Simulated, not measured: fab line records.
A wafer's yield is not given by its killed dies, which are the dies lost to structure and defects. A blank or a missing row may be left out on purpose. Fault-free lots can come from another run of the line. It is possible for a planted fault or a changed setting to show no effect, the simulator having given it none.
Which tool is to blame?    flow sky130    12 lots, 36 wafers sampled, at 1 step of a route of 708

== WHAT EACH GAUGE READ, for each wafer ==
SKY_LDD_P_CD_MEAS_07: the cd target is 380 nm.
lot   measured      on         cd nm (nm)
L076  day 20 05:14  cd sem-01  383.3 383.6 385.6
L077  day 20 09:55  cd sem-02  378.6 377.0 377.2
L079  day 20 23:14  cd sem-01  378.8 379.9 379.0
L080  day 21 19:30  cd sem-01  379.8 379.8 379.3
L083  day 22 08:20  cd sem-02  379.8 380.7 379.8
L085  day 23 06:31  cd sem-02  380.4 378.8 378.5
L087  day 23 18:29  cd sem-02  378.5 380.1 378.4
L089  day 24 08:07  cd sem-02  383.2 381.8 382.6
L091  day 24 22:07  cd sem-02  378.9 380.7 381.6
L093  day 25 17:36  cd sem-01  380.8 381.6 379.4
L095  day 26 13:53  cd sem-02  381.0 381.6 380.2
L097  day 27 00:01  cd sem-02  380.6 384.6 380.7

== WHAT TOOL EACH LOT RAN ON (gives the tool, then ch and the chambers of the sampled wafers, and finally the start) ==
The record shows no process step preceding these readings.

== THE ANSWER, worked out from the rows above alone ==
Rule: the lots themselves supply what counts as usual. Put in order of their means at a reading, lots are off if they are a third of the lots or fewer, leave a main group of 4 or more, and stand apart from it by a gap of 3 or more times the standard deviation of the main group's means; of several such gaps the widest counts. If all means in a main group match to the digits the tables above print for the reading, that group is not used. Also off: a lot with no number at a reading for which 4 or more lots have one. Where the step has rows for the other lots, those lots are counted as sound.
None of the lots is off at any reading shown; this tells nothing.

== WHAT WAS PUT IN BY THE SIMULATOR ==
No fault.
